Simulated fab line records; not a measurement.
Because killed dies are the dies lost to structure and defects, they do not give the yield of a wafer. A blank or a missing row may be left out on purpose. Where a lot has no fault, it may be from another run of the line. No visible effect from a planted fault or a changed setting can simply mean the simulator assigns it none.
8D (eight disciplines) problem report, filled in by code | flow sky130 | the parts of the form that need people (team, actions taken, sign-off) are left out

== 1. WHAT IS WRONG ==
SKY_FIELD_ISO_CMP_27, time-to-endpoint-s: mean 64 s over 1 wafer from 1 lot; wafers with no fault: 112 s, standard deviation 3.9. That is -12 standard deviations from the usual mean.
The step: polishes, stops on Si3N4, t overpolish 16 s, target thk 457.8 nm.
First observed at day 7 08:41: wafer L674.5, on cmp-02. The record has a number at this step for 39 wafers belonging to 13 lots. Rule for "out" (also "out of limits"): further than 4 standard deviations from the usual mean. The other wafers with a number count as sound.

== 2. WHAT IT IS; WHAT IT IS NOT ==
question                    | is                 | is not
which readings at this step | time-to-endpoint-s | head-pressure-psi, motor-current-A, overpolish-run-s
which lots                  | L674               | L651, L652, L653, L654, L655, L656, L657, L658, L659, L660, L661, L664
which wafers of those lots  | L674.5             | L674.2, L674.3
read on which tools         | cmp-02             | cmp-01
when                        | from day 7 08:41   | up to then (38 sound wafers)

== 3. THE SUSPECTS, EACH WITH WHAT RULES IT OUT ==
Counting: a tool at a process step up to the reading stays a suspect if it ran every lot that is out. Sound lots after the first of them don't rule it out here, since some wafers of a struck lot are sound.
- rie-si-01 at SKY_FIELD_ISO_ETCH_17 (etches Si in HBr/Cl2/O2, target depth 342 nm, time 97.7 s): kept. It processed L674, the lot that is out, at day 7 05:29, and its most recent sound lot before then was L664 at day 5 03:05.
- cmp-02 at SKY_FIELD_ISO_CMP_27 (polishes, stops on Si3N4, t overpolish 16 s, target thk 457.8 nm): kept. It processed L674, the lot that is out, at day 7 08:41, and its most recent sound lot before then was L661 at day 4 22:54. Its own readings are out on those wafers: time-to-endpoint-s.
- rie-si-01, SKY_FIELD_ISO_ETCH_17: wafers that are out in chamber 2, sound lot-mates in chambers 0, 3.
- cmp-02, SKY_FIELD_ISO_CMP_27: wafers that are out in chamber 2, sound lot-mates in chambers 1, 3.
Left after counting: rie-si-01 at SKY_FIELD_ISO_ETCH_17, cmp-02 at SKY_FIELD_ISO_CMP_27.

== 4. THE CAUSE (what the simulator had put in) ==
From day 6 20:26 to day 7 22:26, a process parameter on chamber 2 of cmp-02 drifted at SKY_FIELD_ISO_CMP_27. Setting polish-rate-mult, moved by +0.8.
Counting left 2 suspects, and this tool is among them.

== 5. THE CHAIN OF EFFECTS, in route order ==
Each row: a reading where the mean over the struck wafers with a number is more than 3 standard deviations away from the usual. Scope: only readings with a usual standard deviation given in the record; hours: median across lots of the time from each lot's start at the first step in this table that gives one to its start at this step; sigmas: change in usual standard deviations.
hours | step                 | reading            | usual | on struck wafers | change | sigmas
0     | SKY_FIELD_ISO_CMP_27 | time-to-endpoint-s | 112 s | 64               | -48    | -12
The process steps in it:
- SKY_FIELD_ISO_CMP_27: polishes, stops on Si3N4, t overpolish 16 s, target thk 457.8 nm.

== 6. HOW IT WOULD HAVE BEEN CAUGHT EARLIER ==
12 hours passed between the start of the fault at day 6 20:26 and the first reading out of limits in this record, taken at day 7 08:41.
